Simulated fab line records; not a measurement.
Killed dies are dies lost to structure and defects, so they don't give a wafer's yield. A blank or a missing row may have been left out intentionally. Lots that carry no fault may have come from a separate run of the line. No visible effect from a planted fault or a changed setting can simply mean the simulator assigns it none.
Split-lot trial / flow sfq line / 23 wafers read across 5 lots, on a route 325 steps long

== ON THE SPLIT ==
At SFQ_TRILAYER_L0_CAP_PECVD_011 (deposits SiO2 from SiH4/N2O, time 13.333 s, target thk 60 nm), the setting time s was moved away from the recipe's 13.333 s on 10 of the 23 wafers read, by -14.0% to +13.3%. The other wafers ran this setting at the recipe's value.

== FROM THE SPLIT TO THE READING: what the file shows between them, 3 steps ==
- SFQ_TRILAYER_L0_VIA_LITHO_PEB_016: peb time 60 s (also split here: peb temp c)
- SFQ_TRILAYER_L0_VIA_LITHO_DEVELOP_015: time 60 s
- SFQ_TRILAYER_L0_VIA_BARC_OPEN_VIA_ETCH_021: etches BARC in O2, target depth 125 nm, time 41.7 s

== THE READING ==
oes product au, in a.u., at SFQ_TRILAYER_L0_VIA_ETCH_VIA_ETCH_016 (etches SiO2 in CHF3, stops on MoNx KI, target depth 80 nm). A value of 0.843 a.u. with a standard deviation of 0.0088 a.u. is what fault-free wafers of this fab line usually give.

wafer=L078.1; tool, chamber at the split=pecvd-04, 1; time s as run, s=12.56; against the recipe=-5.8%; oes product au, a.u.=0.822; against lot-mates on the recipe=-0.017
wafer=L078.2; tool, chamber at the split=pecvd-04, 0; time s as run, s=13.333; against the recipe=recipe; oes product au, a.u.=0.830; against lot-mates on the recipe=-
wafer=L078.3; tool, chamber at the split=pecvd-04, 1; time s as run, s=12.56; against the recipe=-5.8%; oes product au, a.u.=0.809; against lot-mates on the recipe=-0.030
wafer=L078.4; tool, chamber at the split=pecvd-04, 0; time s as run, s=13.333; against the recipe=recipe; oes product au, a.u.=0.841; against lot-mates on the recipe=-
wafer=L078.5; tool, chamber at the split=pecvd-04, 1; time s as run, s=13.333; against the recipe=recipe; oes product au, a.u.=0.847; against lot-mates on the recipe=-
wafer=L079.1; tool, chamber at the split=pecvd-03, 0; time s as run, s=13.333; against the recipe=recipe; oes product au, a.u.=0.831; against lot-mates on the recipe=-
wafer=L079.4; tool, chamber at the split=pecvd-03, 0; time s as run, s=13.333; against the recipe=recipe; oes product au, a.u.=0.842; against lot-mates on the recipe=-
wafer=L079.5; tool, chamber at the split=pecvd-03, 2; time s as run, s=13.333; against the recipe=recipe; oes product au, a.u.=0.842; against lot-mates on the recipe=-
wafer=L080.1; tool, chamber at the split=pecvd-02, 1; time s as run, s=14.93; against the recipe=+12.0%; oes product au, a.u.=0.904; against lot-mates on the recipe=+0.061
wafer=L080.2; tool, chamber at the split=pecvd-02, 0; time s as run, s=13.333; against the recipe=recipe; oes product au, a.u.=0.844; against lot-mates on the recipe=-
wafer=L080.3; tool, chamber at the split=pecvd-02, 2; time s as run, s=14.93; against the recipe=+12.0%; oes product au, a.u.=0.892; against lot-mates on the recipe=+0.049
wafer=L080.5; tool, chamber at the split=pecvd-02, 2; time s as run, s=14.93; against the recipe=+12.0%; oes product au, a.u.=0.902; against lot-mates on the recipe=+0.059
wafer=L080.6; tool, chamber at the split=pecvd-02, 1; time s as run, s=13.333; against the recipe=recipe; oes product au, a.u.=0.842; against lot-mates on the recipe=-
wafer=L084.1; tool, chamber at the split=pecvd-03, 1; time s as run, s=13.333; against the recipe=recipe; oes product au, a.u.=0.837; against lot-mates on the recipe=-
wafer=L084.2; tool, chamber at the split=pecvd-03, 0; time s as run, s=13.333; against the recipe=recipe; oes product au, a.u.=0.837; against lot-mates on the recipe=-
wafer=L084.3; tool, chamber at the split=pecvd-03, 2; time s as run, s=11.46; against the recipe=-14.0%; oes product au, a.u.=0.769; against lot-mates on the recipe=-0.068
wafer=L084.4; tool, chamber at the split=pecvd-03, 1; time s as run, s=11.46; against the recipe=-14.0%; oes product au, a.u.=0.787; against lot-mates on the recipe=-0.050
wafer=L084.5; tool, chamber at the split=pecvd-03, 0; time s as run, s=11.46; against the recipe=-14.0%; oes product au, a.u.=0.769; against lot-mates on the recipe=-0.068
wafer=L085.1; tool, chamber at the split=pecvd-02, 2; time s as run, s=15.11; against the recipe=+13.3%; oes product au, a.u.=0.895; against lot-mates on the recipe=+0.043
wafer=L085.2; tool, chamber at the split=pecvd-02, 1; time s as run, s=15.11; against the recipe=+13.3%; oes product au, a.u.=0.897; against lot-mates on the recipe=+0.045
wafer=L085.3; tool, chamber at the split=pecvd-02, 0; time s as run, s=13.333; against the recipe=recipe; oes product au, a.u.=0.852; against lot-mates on the recipe=-
wafer=L085.4; tool, chamber at the split=pecvd-02, 0; time s as run, s=13.333; against the recipe=recipe; oes product au, a.u.=0.858; against lot-mates on the recipe=-
wafer=L085.5; tool, chamber at the split=pecvd-02, 1; time s as run, s=13.333; against the recipe=recipe; oes product au, a.u.=0.846; against lot-mates on the recipe=-

FIT RESULTS
A straight line over all 23 wafers: oes product au changes by +0.00459 a.u. for each +1% of time s; r = +0.98; the points scatter about the line by 0.0077 a.u.
The same after taking each lot's own level away (the mean of its wafers on the recipe; 23 wafers): +0.00422 a.u. for each +1%; r = +0.98; scatter 0.0072 a.u.
On that fit, the largest move of time s shifts the reading by 0.059 a.u.
The lots' own levels span 0.8370 to 0.8520 a.u., that is 1.7 times the standard deviation above.
So the lot-to-lot level changes the slope little: the two slopes agree.
Check: for one of the wafers moved furthest among these (-14.0%), held out of the fit, the line's prediction against its lot-mates is -0.0579 a.u. Against them it came out at -0.068 a.u.

== THE OTHER SPLITS THESE WAFERS WENT THROUGH ==
Note: prior to the reading, these wafers also went through further splits. Each is held against what the fit with the lots' levels taken away leaves over:
other split on the same wafers=SFQ_TRILAYER_L0_DEP_SPUTTER_003 time s; wafers away from the commonest value=7; r with oes product au (lot level and that fit taken away)=+0.08
other split on the same wafers=SFQ_TRILAYER_L0_ETCH_METAL_ETCH_008 bias w; wafers away from the commonest value=9; r with oes product au (lot level and that fit taken away)=-0.18
other split on the same wafers=SFQ_TRILAYER_L0_VIA_LITHO_PEB_016 peb temp c; wafers away from the commonest value=7; r with oes product au (lot level and that fit taken away)=+0.28

== THE WHOLE CHAIN: every reading that the file lists as answering this split, in the file's order ==
step=SFQ_TRILAYER_L0_CAP_PECVD_011; what it does=deposits SiO2 from SiH4/N2O, time 13.333 s, target thk 60 nm; reading=SiO2_of_TRILAYER_L0_CAP_PECVD_011.thk nm (the simulator's own value, which no gauge read); change (the file's fit)=+0.533 nm for each +1% of the setting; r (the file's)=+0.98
step=SFQ_TRILAYER_L0_VIA_ETCH_VIA_ETCH_016; what it does=etches SiO2 in CHF3, stops on MoNx KI, target depth 80 nm; reading=oes product au; change (the file's fit)=+0.00411 a.u. for each +1% of the setting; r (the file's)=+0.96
step=SFQ_TRILAYER_L0_VIA_ETCH_VIA_ETCH_016; what it does=etches SiO2 in CHF3, stops on MoNx KI, target depth 80 nm; reading=etch.depth nm (the simulator's own value, which no gauge read); change (the file's fit)=+0.497 nm for each +1% of the setting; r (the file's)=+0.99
step=SFQ_TRILAYER_L0_VIA_ETCH_VIA_ETCH_016; what it does=etches SiO2 in CHF3, stops on MoNx KI, target depth 80 nm; reading=L0V.feature depth nm (the simulator's own value, which no gauge read); change (the file's fit)=+0.533 nm for each +1% of the setting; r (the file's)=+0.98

== THE FILE'S OWN FIT ==
oes product au changes by +0.00411 a.u. for each +1% of time s, r = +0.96.
